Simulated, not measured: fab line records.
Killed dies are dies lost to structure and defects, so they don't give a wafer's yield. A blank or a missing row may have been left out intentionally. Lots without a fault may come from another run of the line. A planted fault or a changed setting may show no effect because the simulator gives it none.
Chamber matching	flow sky130	SKY_VIA4_ETCH_12 on rie diel-02 has 4 sister chambers
The step etches SiO2 in C4F8/O2/Ar, stops on TiN, target depth 580 nm. 14 wafers are shown with their chamber, then 7 later ones without.

## WAFERS PAIRED WITH THEIR CHAMBERS
wafer	chamber	rf fwd power W (W)	chamber pressure mTorr (mTorr)	bias w (W)
L102.3	3	1507	39.96	1203
L102.4	2	1487	39.96	1196
L102.6	3	1505	40.02	1201
L105.3	0	1486	40.00	1201
L105.5	3	1498	39.99	1198
L105.6	2	1483	40.03	1201
L106.3	3	1488	39.96	1201
L106.5	2	1486	39.99	1195
L106.6	1	1487	40.01	1206
L107.1	3	1492	39.97	1196
L107.3	1	1492	39.99	1195
L107.5	3	1495	39.98	1200
L108.1	0	1478	40.03	1205
L108.3	2	1482	40.02	1201

SIGNATURES (means of the wafers above)
reading	chamber 0	chamber 1	chamber 2	chamber 3	scatter within a chamber
rf fwd power W	1482.00	1489.50	1484.50	1497.50	5.79
chamber pressure mTorr	40.0150	40.0000	40.0000	39.9800	0.025
bias w	1203.00	1200.50	1198.25	1199.83	3.61
Rule: a wafer's distance from a chamber is the root of the sum, over the readings, of the square of ((its reading less the chamber's mean) divided by the reading's scatter). The wafer belongs to the nearest chamber; if the next one is less than 2 further off, it can't be placed. The scatter is the square root of a quotient: the sum, over the shown wafers, of each reading's squared deviation from its chamber's mean, divided by wafers minus chambers.

## WAFERS WITH NO CHAMBER GIVEN
wafer	rf fwd power W (W)	chamber pressure mTorr (mTorr)	bias w (W)
L108.5	1486	40.04	1197
L121.1	1486	40.05	1200
L121.4	1490	39.99	1195
L121.5	1490	39.96	1199
L120.1	1495	39.97	1198
L120.2	1491	40.00	1208
L120.6	1499	39.99	1205

## WHICH CHAMBER EACH WENT THROUGH
wafer	from the rows above	in truth
L108.5	can't be placed: 2 or 1 or 0 or 3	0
L121.1	can't be placed: 0 or 2 or 1 or 3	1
L121.4	can't be placed: 2 or 1 or 3 or 0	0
L121.5	can't be placed: 3 or 1 or 2 or 0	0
L120.1	can't be placed: 3 or 1 or 2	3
L120.2	can't be placed: 1 or 0 or 3 or 2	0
L120.6	can't be placed: 3 or 1 or 0 or 2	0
0 of 7 placed correctly. Not placeable from these rows: 7 (in 7, the candidates include the true chamber). 0 placed wrongly.
